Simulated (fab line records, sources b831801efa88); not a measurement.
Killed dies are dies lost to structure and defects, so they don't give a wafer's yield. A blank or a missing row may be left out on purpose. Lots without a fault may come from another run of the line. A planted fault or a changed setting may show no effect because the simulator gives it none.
Split-lot experiment | flow sky130 | 5 lots, 23 wafers read, on a route of 708 steps

THE SPLIT
At SKY_VIA2_COAT_07 (resist thk 450 nm), the setting spin_rpm was moved away from the recipe's 3000 rpm on 5 of the 23 wafers read, by +3.7% to +7.0%. The other wafers ran this setting at the recipe's value.

FROM THE SPLIT TO THE READING: what the file shows between them, 2 steps
- SKY_VIA2_SOFTBAKE_08: time 90 s
- SKY_VIA2_EXPOSE_09: exposes mask VIM2, target cd 200 nm

THE READING
KrF-thick_of_VIA2_COAT_07.thk_nm (the simulator's own value, which no gauge read), in nm, at SKY_VIA2_ETCH_14 (etches BARC in N2/H2, stops on SiO2, time 45.9 s, target depth 60 nm). The file gives no usual value for it. The 18 wafers here that ran the recipe average 391.3 nm, standard deviation 1.3 nm.

wafer  | tool, chamber at the split | spin_rpm as run, rpm | against the recipe | KrF-thick_of_VIA2_COAT_07.thk_nm, nm | against lot-mates on the recipe
L074.1 | litho_track-03, 0          | 3000                 | recipe             | 392.6                                | -
L074.2 | litho_track-03, 0          | 3210                 | +7.0%              | 375.5                                | -16.2
L074.3 | litho_track-03, 0          | 3000                 | recipe             | 390.8                                | -
L074.4 | litho_track-03, 0          | 3210                 | +7.0%              | 377.6                                | -14.1
L074.5 | litho_track-03, 0          | 3210                 | +7.0%              | 377                                  | -14.7
L075.1 | litho_track-01, 0          | 3000                 | recipe             | 391.9                                | -
L075.4 | litho_track-01, 0          | 3000                 | recipe             | 392                                  | -
L075.5 | litho_track-01, 0          | 3000                 | recipe             | 392.6                                | -
L077.1 | litho_track-04, 0          | 3000                 | recipe             | 392                                  | -
L077.2 | litho_track-04, 0          | 3000                 | recipe             | 392.7                                | -
L077.5 | litho_track-04, 0          | 3000                 | recipe             | 392.7                                | -
L077.4 | litho_track-04, 0          | 3000                 | recipe             | 392.8                                | -
L077.6 | litho_track-04, 0          | 3000                 | recipe             | 391.8                                | -
L080.2 | litho_track-01, 0          | 3111                 | +3.7%              | 384.1                                | -7.1
L080.3 | litho_track-01, 0          | 3111                 | +3.7%              | 383.4                                | -7.8
L080.4 | litho_track-01, 0          | 3000                 | recipe             | 391                                  | -
L080.5 | litho_track-01, 0          | 3000                 | recipe             | 390.9                                | -
L080.6 | litho_track-01, 0          | 3000                 | recipe             | 391.6                                | -
L084.1 | litho_track-03, 0          | 3000                 | recipe             | 390.1                                | -
L084.2 | litho_track-03, 0          | 3000                 | recipe             | 387.6                                | -
L084.3 | litho_track-03, 0          | 3000                 | recipe             | 390                                  | -
L084.5 | litho_track-03, 0          | 3000                 | recipe             | 390                                  | -
L084.6 | litho_track-03, 0          | 3000                 | recipe             | 390                                  | -

THE FIT
A straight line over all 23 wafers: KrF-thick_of_VIA2_COAT_07.thk_nm changes by -2.08 nm for each +1% of spin_rpm; r = -0.97; the points scatter about the line by 1.3 nm.
The same after taking each lot's own level away (the mean of its wafers on the recipe; 23 wafers): -2.12 nm for each +1%; r = -0.99; scatter 0.72 nm.
On that fit, the largest move of spin_rpm shifts the reading by 15 nm.
The lots' own levels span 389.54 to 392.40 nm, that is 2.1 times the standard deviation above.
So the lot-to-lot level changes the slope little: the two slopes agree.
Check: with one of the wafers moved furthest among these (+7.0%) left out of the fit, the line predicts -14.3 nm for it against its lot-mates. It came out at -16.2 nm against them.

THE WHOLE CHAIN: every reading that the file lists as answering this split, in the file's order
step             | what it does                                                         | reading                                                                           | change (the file's fit)              | r (the file's)
SKY_VIA2_COAT_07 | resist thk 450 nm                                                    | KrF-thick_of_VIA2_COAT_07.thk_nm (the simulator's own value, which no gauge read) | -2.18 nm for each +1% of the setting | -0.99
SKY_VIA2_ETCH_14 | etches BARC in N2/H2, stops on SiO2, time 45.9 s, target depth 60 nm | KrF-thick_of_VIA2_COAT_07.thk_nm (the simulator's own value, which no gauge read) | -2.11 nm for each +1% of the setting | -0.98

THE FILE'S OWN FIT
KrF-thick_of_VIA2_COAT_07.thk_nm changes by -2.11 nm for each +1% of spin_rpm, r = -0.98.
